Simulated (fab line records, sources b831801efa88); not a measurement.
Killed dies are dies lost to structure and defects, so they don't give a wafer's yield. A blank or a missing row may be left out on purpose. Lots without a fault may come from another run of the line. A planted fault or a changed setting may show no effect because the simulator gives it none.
Chamber matching | flow sky130 | SKY_CONTACT_CVD_00 on pecvd-04: 3 sister chambers
The step deposits Si3N4, target thk 75 nm. 3 wafers are shown with their chamber, then 8 later ones without.

WAFERS WITH THEIR CHAMBER
wafer  | chamber | heater_power_outer_w (W)
L083.1 | 0       | 413
L088.1 | 2       | 413
L089.2 | 1       | 357

WAFERS WITHOUT THEIR CHAMBER
wafer  | heater_power_outer_w (W)
L089.4 | 425
L089.5 | 344
L093.1 | 445
L093.5 | 382
L093.6 | 407
L096.1 | 409
L096.3 | 412
L096.6 | 417

WHICH CHAMBER EACH WENT THROUGH
wafer  | from the rows above          | in truth
L089.4 | can't be placed: 0 or 2      | 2
L089.5 | 1                            | 1
L093.1 | can't be placed: 0 or 2      | 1
L093.5 | can't be placed: 1 or 0 or 2 | 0
L093.6 | can't be placed: 0 or 2      | 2
L096.1 | can't be placed: 0 or 2      | 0
L096.3 | can't be placed: 0 or 2      | 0
L096.6 | can't be placed: 0 or 2      | 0
Placed correctly: 1 of 8. Can't be placed from these rows: 7 (the true chamber is among the candidates in 6). Placed wrongly: 0.
How it was worked out, from the rows above alone: a wafer's distance from a chamber is the root of the sum, over the readings, of the square of ((its reading less the chamber's mean) divided by the reading's scatter). The wafer belongs to the nearest chamber; if the next one is less than 2 further off, it can't be placed. A chamber's mean is the mean of its shown wafers. The scatter: with one shown wafer a chamber, the root of the mean of the squares of how far each hidden wafer lies from its nearest shown one.
